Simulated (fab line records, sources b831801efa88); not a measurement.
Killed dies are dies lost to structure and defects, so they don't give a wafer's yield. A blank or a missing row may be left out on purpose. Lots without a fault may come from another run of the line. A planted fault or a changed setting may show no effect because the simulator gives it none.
A sampling plan put to the test | flow sky130 | one fab line, 58 faults that these records tell of, each judged on the records of the lots that it struck
The plan is the line's own looks: the steps of the route at which a gauge or an inspection reads the wafer and doesn't change it. A look can be judged if struck wafers have a number there and the file gives its usual mean and standard deviation on fault-free wafers. Caught: at a look after the fault's first step, the mean of the struck wafers lies 4 or more of those standard deviations (sigma) from the usual mean. On the tool: the same test on the tool's own readings at the fault's steps. Another recipe on the struck wafers, or a record that is blank for them alone, also counts as caught.

THE FAULTS, as the simulator had put them in
1. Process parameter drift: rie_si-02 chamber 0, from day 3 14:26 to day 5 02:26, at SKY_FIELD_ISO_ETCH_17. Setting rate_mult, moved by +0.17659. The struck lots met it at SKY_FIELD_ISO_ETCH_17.
2. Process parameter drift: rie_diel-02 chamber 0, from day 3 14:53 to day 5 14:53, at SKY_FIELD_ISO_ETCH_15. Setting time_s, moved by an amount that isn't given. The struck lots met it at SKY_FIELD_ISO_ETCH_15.
3. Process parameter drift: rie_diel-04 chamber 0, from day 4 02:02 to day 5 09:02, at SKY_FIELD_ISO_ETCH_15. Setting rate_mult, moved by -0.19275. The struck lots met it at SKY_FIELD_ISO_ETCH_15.
4. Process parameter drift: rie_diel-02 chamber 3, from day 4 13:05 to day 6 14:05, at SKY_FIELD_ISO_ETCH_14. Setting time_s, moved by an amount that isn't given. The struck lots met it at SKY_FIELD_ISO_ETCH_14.
5. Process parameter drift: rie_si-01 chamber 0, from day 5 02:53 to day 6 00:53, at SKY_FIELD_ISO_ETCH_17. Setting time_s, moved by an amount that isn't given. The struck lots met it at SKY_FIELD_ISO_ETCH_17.
6. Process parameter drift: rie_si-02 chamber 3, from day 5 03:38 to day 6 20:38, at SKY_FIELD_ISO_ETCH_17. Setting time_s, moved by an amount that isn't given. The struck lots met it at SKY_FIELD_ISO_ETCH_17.
7. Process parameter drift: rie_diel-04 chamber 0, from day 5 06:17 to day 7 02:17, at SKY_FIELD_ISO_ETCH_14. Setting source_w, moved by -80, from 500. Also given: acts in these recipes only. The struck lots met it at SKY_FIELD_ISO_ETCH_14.
8. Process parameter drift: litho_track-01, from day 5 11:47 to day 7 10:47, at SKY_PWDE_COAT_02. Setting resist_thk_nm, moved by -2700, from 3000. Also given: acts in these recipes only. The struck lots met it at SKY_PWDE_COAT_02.
9. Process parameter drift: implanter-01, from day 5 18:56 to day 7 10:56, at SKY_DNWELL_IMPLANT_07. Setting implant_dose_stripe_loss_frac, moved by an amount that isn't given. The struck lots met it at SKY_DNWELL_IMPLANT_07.
10. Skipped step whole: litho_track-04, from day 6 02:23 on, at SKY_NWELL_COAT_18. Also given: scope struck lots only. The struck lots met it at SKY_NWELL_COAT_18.
11. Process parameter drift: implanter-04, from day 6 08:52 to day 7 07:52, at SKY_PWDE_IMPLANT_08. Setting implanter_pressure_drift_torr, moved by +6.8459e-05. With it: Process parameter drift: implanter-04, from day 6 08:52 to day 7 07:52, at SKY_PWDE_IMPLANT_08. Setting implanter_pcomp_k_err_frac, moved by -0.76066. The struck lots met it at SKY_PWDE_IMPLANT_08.
12. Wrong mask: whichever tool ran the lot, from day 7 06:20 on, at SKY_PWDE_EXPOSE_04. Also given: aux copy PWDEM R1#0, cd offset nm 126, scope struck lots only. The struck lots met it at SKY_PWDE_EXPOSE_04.
13. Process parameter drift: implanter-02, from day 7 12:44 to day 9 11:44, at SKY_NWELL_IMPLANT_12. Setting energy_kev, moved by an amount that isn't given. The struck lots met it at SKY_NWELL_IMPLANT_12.
14. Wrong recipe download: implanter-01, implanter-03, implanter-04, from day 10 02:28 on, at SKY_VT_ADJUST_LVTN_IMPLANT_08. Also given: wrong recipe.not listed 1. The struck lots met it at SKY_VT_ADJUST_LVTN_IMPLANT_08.
15. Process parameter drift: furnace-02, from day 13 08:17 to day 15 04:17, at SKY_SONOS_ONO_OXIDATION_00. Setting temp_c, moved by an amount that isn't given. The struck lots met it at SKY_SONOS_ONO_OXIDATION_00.
16. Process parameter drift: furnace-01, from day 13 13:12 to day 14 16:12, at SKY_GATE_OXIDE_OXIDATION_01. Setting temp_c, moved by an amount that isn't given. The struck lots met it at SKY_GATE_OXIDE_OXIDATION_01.
17. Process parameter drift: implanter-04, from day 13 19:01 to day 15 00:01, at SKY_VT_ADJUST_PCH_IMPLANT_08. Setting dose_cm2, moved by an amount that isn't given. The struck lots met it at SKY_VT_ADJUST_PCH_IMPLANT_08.
18. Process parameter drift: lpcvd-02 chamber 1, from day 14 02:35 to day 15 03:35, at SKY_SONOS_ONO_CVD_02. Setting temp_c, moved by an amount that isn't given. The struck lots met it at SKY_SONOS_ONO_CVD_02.
19. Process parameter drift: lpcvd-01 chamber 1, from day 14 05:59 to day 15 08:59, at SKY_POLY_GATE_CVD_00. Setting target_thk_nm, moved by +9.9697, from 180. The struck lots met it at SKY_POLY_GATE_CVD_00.
20. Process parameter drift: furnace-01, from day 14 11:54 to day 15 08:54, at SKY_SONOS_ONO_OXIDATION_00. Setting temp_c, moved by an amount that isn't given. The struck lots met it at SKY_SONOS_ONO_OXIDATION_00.
21. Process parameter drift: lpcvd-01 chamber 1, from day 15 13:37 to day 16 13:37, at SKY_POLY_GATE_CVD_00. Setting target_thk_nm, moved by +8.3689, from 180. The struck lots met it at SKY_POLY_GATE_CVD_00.
22. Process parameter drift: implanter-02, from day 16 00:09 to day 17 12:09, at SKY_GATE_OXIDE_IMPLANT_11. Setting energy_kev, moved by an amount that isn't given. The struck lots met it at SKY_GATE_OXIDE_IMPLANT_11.
23. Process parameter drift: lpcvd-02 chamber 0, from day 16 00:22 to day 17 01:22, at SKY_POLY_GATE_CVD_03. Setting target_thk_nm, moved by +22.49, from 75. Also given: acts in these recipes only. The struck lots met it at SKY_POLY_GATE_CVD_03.
24. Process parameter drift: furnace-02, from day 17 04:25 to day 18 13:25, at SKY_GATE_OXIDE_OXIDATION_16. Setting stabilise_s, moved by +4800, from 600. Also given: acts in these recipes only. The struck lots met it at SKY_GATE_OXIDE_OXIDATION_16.
25. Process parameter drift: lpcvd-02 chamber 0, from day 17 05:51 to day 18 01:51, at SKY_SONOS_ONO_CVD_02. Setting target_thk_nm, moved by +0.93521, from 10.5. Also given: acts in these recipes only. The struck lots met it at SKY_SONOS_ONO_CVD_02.
26. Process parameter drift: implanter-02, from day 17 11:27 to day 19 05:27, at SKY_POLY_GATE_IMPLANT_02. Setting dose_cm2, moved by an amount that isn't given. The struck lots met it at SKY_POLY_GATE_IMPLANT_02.
27. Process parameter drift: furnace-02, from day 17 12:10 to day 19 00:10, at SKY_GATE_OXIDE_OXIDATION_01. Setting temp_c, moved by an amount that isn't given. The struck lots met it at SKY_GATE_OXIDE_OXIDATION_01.
28. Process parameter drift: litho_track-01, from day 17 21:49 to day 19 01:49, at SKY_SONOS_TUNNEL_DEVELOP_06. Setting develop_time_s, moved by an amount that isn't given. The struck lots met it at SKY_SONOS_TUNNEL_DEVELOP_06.
29. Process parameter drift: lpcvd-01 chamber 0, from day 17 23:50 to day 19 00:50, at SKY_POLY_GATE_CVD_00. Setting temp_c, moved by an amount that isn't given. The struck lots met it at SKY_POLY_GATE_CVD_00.
30. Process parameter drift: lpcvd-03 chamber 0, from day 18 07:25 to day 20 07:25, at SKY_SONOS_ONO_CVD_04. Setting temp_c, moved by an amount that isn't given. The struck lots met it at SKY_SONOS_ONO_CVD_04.
31. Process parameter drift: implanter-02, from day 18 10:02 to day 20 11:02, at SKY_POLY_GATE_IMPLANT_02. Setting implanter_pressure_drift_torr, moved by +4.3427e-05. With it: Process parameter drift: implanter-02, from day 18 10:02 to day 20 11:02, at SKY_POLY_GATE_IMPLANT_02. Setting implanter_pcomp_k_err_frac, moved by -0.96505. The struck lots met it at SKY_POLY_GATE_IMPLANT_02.
32. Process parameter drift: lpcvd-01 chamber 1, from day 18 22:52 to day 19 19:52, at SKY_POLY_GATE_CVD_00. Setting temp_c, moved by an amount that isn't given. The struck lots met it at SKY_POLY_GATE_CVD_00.
33. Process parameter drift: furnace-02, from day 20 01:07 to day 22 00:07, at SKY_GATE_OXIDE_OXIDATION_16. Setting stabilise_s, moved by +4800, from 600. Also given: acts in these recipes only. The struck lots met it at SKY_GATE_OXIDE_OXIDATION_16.
34. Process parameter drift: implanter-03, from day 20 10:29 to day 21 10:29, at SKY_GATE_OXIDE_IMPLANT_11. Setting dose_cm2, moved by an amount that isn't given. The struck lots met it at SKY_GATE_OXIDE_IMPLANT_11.
35. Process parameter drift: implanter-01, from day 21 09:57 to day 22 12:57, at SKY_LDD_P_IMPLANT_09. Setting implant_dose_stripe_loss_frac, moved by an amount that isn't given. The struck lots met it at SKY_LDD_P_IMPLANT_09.
36. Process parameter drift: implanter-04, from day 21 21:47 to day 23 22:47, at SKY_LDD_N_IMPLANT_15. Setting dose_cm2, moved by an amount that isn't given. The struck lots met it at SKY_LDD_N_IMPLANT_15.
37. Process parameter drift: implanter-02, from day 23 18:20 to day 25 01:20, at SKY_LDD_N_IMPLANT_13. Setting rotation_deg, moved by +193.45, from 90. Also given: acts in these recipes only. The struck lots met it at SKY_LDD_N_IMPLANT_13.
38. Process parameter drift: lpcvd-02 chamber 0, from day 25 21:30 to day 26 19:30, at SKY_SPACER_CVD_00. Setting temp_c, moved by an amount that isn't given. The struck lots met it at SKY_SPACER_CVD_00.
39. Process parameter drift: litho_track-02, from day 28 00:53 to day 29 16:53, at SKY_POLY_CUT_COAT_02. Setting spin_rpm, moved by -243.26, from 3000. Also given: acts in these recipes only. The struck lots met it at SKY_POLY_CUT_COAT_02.
40. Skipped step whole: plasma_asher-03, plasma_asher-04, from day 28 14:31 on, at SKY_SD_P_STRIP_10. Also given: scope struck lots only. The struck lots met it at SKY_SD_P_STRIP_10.
41. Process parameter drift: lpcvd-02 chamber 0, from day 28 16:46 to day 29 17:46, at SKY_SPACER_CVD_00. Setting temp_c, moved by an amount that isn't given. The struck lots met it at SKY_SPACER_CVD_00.
42. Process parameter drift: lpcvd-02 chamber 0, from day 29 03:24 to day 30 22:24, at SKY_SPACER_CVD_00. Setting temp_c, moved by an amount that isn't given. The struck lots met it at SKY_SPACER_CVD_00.
43. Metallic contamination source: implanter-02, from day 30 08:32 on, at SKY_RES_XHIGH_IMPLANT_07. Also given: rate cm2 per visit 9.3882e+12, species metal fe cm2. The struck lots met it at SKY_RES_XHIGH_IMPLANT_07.
44. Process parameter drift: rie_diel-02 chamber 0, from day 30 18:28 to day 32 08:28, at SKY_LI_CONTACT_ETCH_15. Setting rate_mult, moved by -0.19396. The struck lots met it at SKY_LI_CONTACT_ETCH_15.
45. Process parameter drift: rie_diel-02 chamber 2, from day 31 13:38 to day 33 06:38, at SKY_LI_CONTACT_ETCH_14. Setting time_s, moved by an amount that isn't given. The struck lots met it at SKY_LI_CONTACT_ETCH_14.
46. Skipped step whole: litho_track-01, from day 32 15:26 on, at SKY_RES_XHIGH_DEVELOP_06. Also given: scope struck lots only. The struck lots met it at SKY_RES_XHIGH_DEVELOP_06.
47. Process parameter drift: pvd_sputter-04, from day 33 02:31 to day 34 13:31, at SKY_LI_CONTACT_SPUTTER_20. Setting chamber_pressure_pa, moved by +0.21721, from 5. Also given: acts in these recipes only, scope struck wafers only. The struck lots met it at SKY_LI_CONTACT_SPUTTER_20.
48. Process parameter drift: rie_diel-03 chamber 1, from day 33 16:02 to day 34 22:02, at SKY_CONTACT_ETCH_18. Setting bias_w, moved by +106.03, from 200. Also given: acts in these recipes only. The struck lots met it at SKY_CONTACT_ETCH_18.
49. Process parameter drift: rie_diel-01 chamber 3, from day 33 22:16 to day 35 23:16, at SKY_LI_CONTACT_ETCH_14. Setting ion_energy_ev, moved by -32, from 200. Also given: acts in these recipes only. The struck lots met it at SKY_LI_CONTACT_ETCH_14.
50. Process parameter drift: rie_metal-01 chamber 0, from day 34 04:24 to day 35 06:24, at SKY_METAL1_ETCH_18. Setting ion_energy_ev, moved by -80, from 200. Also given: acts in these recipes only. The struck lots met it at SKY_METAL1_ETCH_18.
51. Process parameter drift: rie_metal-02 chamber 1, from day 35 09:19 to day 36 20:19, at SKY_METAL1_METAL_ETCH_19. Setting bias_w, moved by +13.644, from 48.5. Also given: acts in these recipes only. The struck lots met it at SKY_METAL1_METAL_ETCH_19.
52. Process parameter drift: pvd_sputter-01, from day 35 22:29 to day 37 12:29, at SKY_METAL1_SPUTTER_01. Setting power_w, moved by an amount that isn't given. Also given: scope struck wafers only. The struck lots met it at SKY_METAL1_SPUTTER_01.
53. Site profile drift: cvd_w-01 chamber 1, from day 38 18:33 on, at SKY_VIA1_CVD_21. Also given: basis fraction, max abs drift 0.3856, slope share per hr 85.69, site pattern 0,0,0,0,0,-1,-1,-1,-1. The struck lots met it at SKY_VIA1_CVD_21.
54. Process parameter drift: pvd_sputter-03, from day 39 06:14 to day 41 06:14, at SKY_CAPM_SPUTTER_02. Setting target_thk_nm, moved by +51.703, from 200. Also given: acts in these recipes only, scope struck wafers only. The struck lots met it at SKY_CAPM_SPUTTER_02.
55. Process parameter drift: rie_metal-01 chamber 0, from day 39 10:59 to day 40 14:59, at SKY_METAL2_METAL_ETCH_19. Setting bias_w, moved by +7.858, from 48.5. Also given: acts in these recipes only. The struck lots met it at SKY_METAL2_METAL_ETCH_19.
56. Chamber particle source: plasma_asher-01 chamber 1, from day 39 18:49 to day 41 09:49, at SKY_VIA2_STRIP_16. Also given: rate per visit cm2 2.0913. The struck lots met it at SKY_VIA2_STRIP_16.
57. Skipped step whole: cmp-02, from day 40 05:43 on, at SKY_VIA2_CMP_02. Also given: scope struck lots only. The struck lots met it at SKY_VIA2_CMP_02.
58. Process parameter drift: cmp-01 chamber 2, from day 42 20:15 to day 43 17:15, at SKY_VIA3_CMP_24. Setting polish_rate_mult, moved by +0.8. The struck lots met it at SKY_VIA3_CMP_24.

WHAT THE PLAN SAW
fault | on the tool itself                               | first look that catches it                      | reading, sigma                                                     | median hours from its first step to that look | hours from the fault's start to the first struck lot there | judged looks passed uncaught
1     | oes_product_au +12 sigma                         | none of the 2 looks that can be judged after it | -                                                                  | -                                             | -                                                          | 2
2     | run_length_s -22 sigma                           | no look after it can be judged                  | -                                                                  | -                                             | -                                                          | 0
3     | oes_product_au -10 sigma                         | no look after it can be judged                  | -                                                                  | -                                             | -                                                          | 0
4     | run_length_s -83 sigma                           | no look after it can be judged                  | -                                                                  | -                                             | -                                                          | 0
5     | run_length_s +9.2 sigma                          | no look after it can be judged                  | -                                                                  | -                                             | -                                                          | 0
6     | run_length_s +18 sigma                           | no look after it can be judged                  | -                                                                  | -                                             | -                                                          | 0
7     | rf_fwd_power_W -32 sigma                         | no look after it can be judged                  | -                                                                  | -                                             | -                                                          | 0
8     | no reading that can be judged                    | SKY_NWELL_TW_MEAS_26                            | NWELL_2_TW +21                                                     | 49.8                                          | 57                                                         | 0
9     | no reading that can be judged                    | none of the 2 looks that can be judged after it | strongest: DNWELL_TW at SKY_DNWELL_TW_MEAS_09, -3.7                | -                                             | -                                                          | 2
10    | the tool's record is blank for the struck wafers | not the one look that can be judged after it    | -                                                                  | -                                             | -                                                          | 1
11    | end_station_pressure_torr +99 or beyond sigma    | SKY_PWDE_TW_MEAS_10                             | PWDE_TW +7.6                                                       | 0.2                                           | 4                                                          | 0
12    | no reading that can be judged                    | none of the 2 looks that can be judged after it | -                                                                  | -                                             | -                                                          | 2
13    | beam_energy_keV -99 or beyond sigma              | no look after it can be judged                  | -                                                                  | -                                             | -                                                          | 0
14    | under 2 sigma                                    | SKY_VT_ADJUST_LVTN_TW_MEAS_10                   | VT_ADJUST_LVTN_TW +99 or beyond                                    | 0.2                                           | 3                                                          | 0
15    | tube_center_temp_C +99 or beyond sigma           | SKY_SONOS_ONO_THK_MEAS_01                       | SONOS_ONO_OXIDATION_THK +19                                        | 1.4                                           | 7                                                          | 0
16    | tube_center_temp_C -99 or beyond sigma           | SKY_GATE_OXIDE_THK_MEAS_02                      | GATE_OXIDE_OXIDATION_00_THK -6.2                                   | 1.4                                           | 9                                                          | 0
17    | dose_ions_cm2 +99 or beyond sigma                | SKY_VT_ADJUST_PCH_TW_MEAS_10                    | VT_ADJUST_PCH_TW +12                                               | 0.2                                           | 5                                                          | 0
18    | susceptor_temp_C +39 sigma                       | SKY_SONOS_ONO_THK_MEAS_03                       | SONOS_ONO_CVD_02_THK +29                                           | 1.1                                           | 4                                                          | 0
19    | under 2 sigma                                    | not the one look that can be judged after it    | strongest: POLY_GATE_CVD_00_THK at SKY_POLY_GATE_THK_MEAS_01, +3.1 | -                                             | -                                                          | 1
20    | tube_center_temp_C +99 or beyond sigma           | SKY_SONOS_ONO_THK_MEAS_01                       | SONOS_ONO_OXIDATION_THK +12                                        | 1.4                                           | 7                                                          | 0
21    | no reading that can be judged                    | SKY_POLY_GATE_THK_MEAS_01                       | POLY_GATE_CVD_00_THK +4.6                                          | 1.2                                           | 3                                                          | 0
22    | beam_energy_keV -99 or beyond sigma              | SKY_GATE_OXIDE_TW_MEAS_14                       | GATE_OXIDE_TW -6.0                                                 | 0.3                                           | 11                                                         | 0
23    | under 2 sigma                                    | SKY_POLY_GATE_THK_MEAS_04                       | POLY_GATE_CVD_03_THK +33                                           | 1.4                                           | 19                                                         | 0
24    | under 2 sigma                                    | no look after it can be judged                  | -                                                                  | -                                             | -                                                          | 0
25    | no reading that can be judged                    | SKY_SONOS_ONO_THK_MEAS_03                       | SONOS_ONO_CVD_02_THK +9.6                                          | 1.1                                           | 17                                                         | 0
26    | dose_ions_cm2 -99 or beyond sigma                | SKY_RES_PROTECT_TW_MEAS_08                      | POLY_GATE_TW -17                                                   | 0.2                                           | 15                                                         | 0
27    | tube_center_temp_C -99 or beyond sigma           | SKY_GATE_OXIDE_THK_MEAS_02                      | GATE_OXIDE_OXIDATION_00_THK -16                                    | 1.4                                           | 8                                                          | 0
28    | no reading that can be judged                    | not the one look that can be judged after it    | strongest: cd_nm at SKY_SONOS_TUNNEL_CD_MEAS_07, -3.5              | -                                             | -                                                          | 1
29    | spike_tc_upper_C -9.1 sigma                      | SKY_POLY_GATE_THK_MEAS_01                       | POLY_GATE_CVD_00_THK -17                                           | 1.2                                           | 3                                                          | 0
30    | spike_tc_bottom_C -12 sigma                      | SKY_SONOS_ONO_THK_MEAS_05                       | SONOS_ONO_CVD_04_THK -8.4                                          | 1.2                                           | 1                                                          | 0
31    | end_station_pressure_torr +26 sigma              | none of the 2 looks that can be judged after it | -                                                                  | -                                             | -                                                          | 2
32    | susceptor_temp_C +15 sigma                       | SKY_POLY_GATE_THK_MEAS_01                       | POLY_GATE_CVD_00_THK +8.5                                          | 1.2                                           | 7                                                          | 0
33    | no reading that can be judged                    | no look after it can be judged                  | -                                                                  | -                                             | -                                                          | 0
34    | dose_ions_cm2 -99 or beyond sigma                | SKY_GATE_OXIDE_TW_MEAS_14                       | GATE_OXIDE_TW -15                                                  | 0.3                                           | 13                                                         | 0
35    | under 2 sigma                                    | SKY_LDD_P_TW_MEAS_11                            | LDD_P_TW -10                                                       | 0.2                                           | 12                                                         | 0
36    | dose_ions_cm2 -99 or beyond sigma                | no look after it can be judged                  | -                                                                  | -                                             | -                                                          | 0
37    | rotation_deg +99 or beyond sigma                 | no look after it can be judged                  | -                                                                  | -                                             | -                                                          | 0
38    | susceptor_temp_C -13 sigma                       | SKY_SPACER_THK_MEAS_01                          | SPACER_CVD_00_THK -7.7                                             | 1.2                                           | 10                                                         | 0
39    | spin_speed_rpm -99 or beyond sigma               | not the one look that can be judged after it    | -                                                                  | -                                             | -                                                          | 1
40    | the tool's record is blank for the struck wafers | SKY_RES_XHIGH_TW_MEAS_09                        | RES_XHIGH_TW -99 or beyond                                         | 28.1                                          | 30                                                         | 0
41    | susceptor_temp_C -57 sigma                       | SKY_SPACER_THK_MEAS_01                          | SPACER_CVD_00_THK -30                                              | 1.8                                           | 15                                                         | 0
42    | susceptor_temp_C -54 sigma                       | SKY_SPACER_THK_MEAS_01                          | SPACER_CVD_00_THK -28                                              | 1.8                                           | 5                                                          | 0
43    | under 2 sigma                                    | no look after it can be judged                  | -                                                                  | -                                             | -                                                          | 0
44    | under 2 sigma                                    | not the one look that can be judged after it    | -                                                                  | -                                             | -                                                          | 1
45    | run_length_s -68 sigma                           | not the one look that can be judged after it    | -                                                                  | -                                             | -                                                          | 1
46    | the tool's record is blank for the struck wafers | SKY_RES_XHIGH_TW_MEAS_09                        | RES_XHIGH_TW -99 or beyond                                         | 0.4                                           | 3                                                          | 0
47    | chamber_pressure_pa +19 sigma                    | no look after it can be judged                  | -                                                                  | -                                             | -                                                          | 0
48    | bias_w +99 or beyond sigma                       | no look after it can be judged                  | -                                                                  | -                                             | -                                                          | 0
49    | under 2 sigma                                    | no look after it can be judged                  | -                                                                  | -                                             | -                                                          | 0
50    | oes_product_au -4.7 sigma                        | no look after it can be judged                  | -                                                                  | -                                             | -                                                          | 0
51    | bias_w +98 sigma                                 | no look after it can be judged                  | -                                                                  | -                                             | -                                                          | 0
52    | cathode_dc_power_W +99 or beyond sigma           | no look after it can be judged                  | -                                                                  | -                                             | -                                                          | 0
53    | under 2 sigma                                    | SKY_VIA1_RS_MEAS_22                             | VIA1_W_RS +22                                                      | 0.1                                           | 2                                                          | 0
54    | under 2 sigma                                    | SKY_CAPM_RS_MEAS_03                             | CAPM_TIN_RS -17                                                    | 0.1                                           | 1                                                          | 0
55    | bias_w +59 sigma                                 | not the one look that can be judged after it    | -                                                                  | -                                             | -                                                          | 1
56    | under 2 sigma                                    | not the one look that can be judged after it    | -                                                                  | -                                             | -                                                          | 1
57    | the tool's record is blank for the struck wafers | SKY_VIA2_BOW_MEAS_03                            | VIA2_BOW +4.4                                                      | 0.3                                           | 8                                                          | 0
58    | time_to_endpoint_s -15 sigma                     | no look after it can be judged                  | -                                                                  | -                                             | -                                                          | 0
A dash: the fault isn't caught, or these records don't give the number.

Caught at a look: 27 of 58. Caught on the tool: 40 of 58. By one or the other: 48 of 58.
Caught on the tool alone: faults 1, 2, 3, 4, 5, 6, 7, 10, 13, 31, 36, 37, 39, 45, 47, 48, 50, 51, 52, 55, 58.
Caught at a look alone: faults 8, 14, 21, 23, 25, 35, 53, 54.
Caught by neither: faults 9, 12, 19, 24, 28, 33, 43, 44, 49, 56.

THINNER SAMPLING
If the look that catches a fault measured only every second or every third lot, by lot number, the first struck lot would be measured this late in the worst case:
fault | struck lots at that look, in order of time | every lot | every second lot | every third lot
8     | L188, L192                                 | 57 h      | may miss all 2   | may miss all 2
11    | L577, L579                                 | 4 h       | may miss all 2   | may miss all 2
14    | L425, L426                                 | 3 h       | 9 h              | may miss all 2
15    | L711, L712                                 | 7 h       | 12 h             | may miss all 2
16    | L519, L521                                 | 9 h       | may miss all 2   | may miss all 2
17    | L271, L273                                 | 5 h       | may miss all 2   | may miss all 2
18    | L489, L490, L491                           | 4 h       | 8 h              | 18 h
20    | L901, L902                                 | 7 h       | 18 h             | may miss all 2
21    | L657, L658                                 | 3 h       | 16 h             | may miss all 2
22    | L105, L107, L108                           | 11 h      | 32 h             | may miss all 3
23    | L838                                       | 19 h      | may miss it      | may miss it
25    | L875                                       | 17 h      | may miss it      | may miss it
26    | L118, L120                                 | 15 h      | may miss all 2   | may miss all 2
27    | L858, L859                                 | 8 h       | 12 h             | may miss all 2
29    | L355                                       | 3 h       | may miss it      | may miss it
30    | L637                                       | 1 h       | may miss it      | may miss it
32    | L159, L160                                 | 7 h       | 11 h             | may miss all 2
34    | L657, L658                                 | 13 h      | 17 h             | may miss all 2
35    | L720, L722                                 | 12 h      | may miss all 2   | may miss all 2
38    | L979                                       | 10 h      | may miss it      | may miss it
40    | L812, L813                                 | 30 h      | 43 h             | may miss all 2
41    | L349                                       | 15 h      | may miss it      | may miss it
42    | L580                                       | 5 h       | may miss it      | may miss it
46    | L830, L831                                 | 3 h       | 14 h             | may miss all 2
53    | L777, L778                                 | 2 h       | 16 h             | may miss all 2
54    | L765, L769                                 | 1 h       | may miss all 2   | may miss all 2
57    | L150, L151                                 | 8 h       | 10 h             | may miss all 2
Hours are from the fault's start to the first struck lot that is measured. The limit of 4 sigma was tested on all struck wafers together, so one lot alone may lie under it. Other struck lots may not be in these records.

THE LONGEST TIMED WAY FROM STEP TO LOOK
Fault 8: a median of 49.8 hours passes between SKY_PWDE_COAT_02 and SKY_NWELL_TW_MEAS_26. No look between them can be judged.
